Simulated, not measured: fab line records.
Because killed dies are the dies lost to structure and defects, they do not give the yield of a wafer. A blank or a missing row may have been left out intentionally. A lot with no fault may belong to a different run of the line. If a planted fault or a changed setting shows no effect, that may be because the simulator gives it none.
2 desks looking at one fault :: flow sky130 :: each desk holds nothing but its own numbers, with what lay behind them at the end

== THE TOOL OWNER'S DESK: iline stepper-01 ==
The tool's own readings at SKY_RES_XHIGH_EXPOSE_04 (exposes mask URPM, target cd 1270 nm): means of the sampled wafers that have a number, for each lot that ran on this tool. A lot is out of limits, marked OUT, if its mean lies more than 4 standard deviations from the usual mean; the brackets give that distance.
Columns: A = exposure dose mJ cm2 at SKY_RES_XHIGH_EXPOSE_04, usual 140.00; B = focus offset nm at SKY_RES_XHIGH_EXPOSE_04, usual -0.1 nm
lot: L251
first seen here: day 25 11:02
A: 140.09
B: 0.4

lot: L252
first seen here: day 25 20:55
A: 139.93
B: -0.0

lot: L254
first seen here: day 26 18:34
A: 139.99
B: 0.3

lot: L255
first seen here: day 27 03:45
A: 140.04
B: -0.3

lot: L258
first seen here: day 28 06:02
A: 140.09
B: -0.9

lot: L260
first seen here: day 30 06:02
A: 140.02
B: -0.9

lot: L274
first seen here: day 33 12:08
A: 140.02
B: -0.1
This desk's verdict: no lot among the 7 shows anything out of limits.

== AT THE METROLOGY DESK ==
What the gauges read for every lot (on any tool): the sampled wafers with a number, averaged. A lot is out of limits, marked OUT, if its mean lies more than 4 standard deviations from the usual mean; the brackets give that distance.
Columns: A = RES_XHIGH_TW at SKY_RES_XHIGH_TW_MEAS_09, usual 1624
lot: L251
first seen here: day 26 01:35
A: 1621

lot: L252
first seen here: day 26 11:06
A: 1641

lot: L253
first seen here: day 27 01:31
A: 1629

lot: L254
first seen here: day 27 08:38
A: 1639

lot: L255
first seen here: day 27 17:52
A: 1631

lot: L256
first seen here: day 28 00:14
A: 1602

lot: L257
first seen here: day 28 15:35
A: 1638

lot: L258
first seen here: day 28 20:22
A: 1606

lot: L259
first seen here: day 29 09:36
A: 1627

lot: L260
first seen here: day 30 19:17
A: 1629

lot: L263
first seen here: day 31 02:49
A: 1637

lot: L269
first seen here: day 32 22:16
A: 30 (-99 or more) OUT

lot: L270
first seen here: day 33 01:48
A: 30 (-99 or more) OUT

lot: L274
first seen here: day 34 01:29
A: 1604
Per this desk, out of limits: L269, L270; the first was L269, day 32 22:16 (RES_XHIGH_TW at SKY_RES_XHIGH_TW_MEAS_09). Within limits: L251, L252, L253, L254, L255, L256, L257, L258, L259, L260, L263, L274.

== PUT TOGETHER ==
On L269, L270, the metrology desk was in a position to raise an alarm at day 32 22:16.
The desk of the tool owner found nothing out of limits.
The tool owner's desk has no number on record for L269, L270.
SKY_RES_XHIGH_EXPOSE_04 was run on iline stepper-01 by each of the lots named.

== WHAT HAD BEEN PUT IN BY THE SIMULATOR ==
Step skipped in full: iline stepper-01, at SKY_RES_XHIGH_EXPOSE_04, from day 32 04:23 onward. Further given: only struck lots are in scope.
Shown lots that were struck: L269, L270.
Time in hours between the start of the fault and the first out-of-limits reading at each desk: metrology desk, 18.
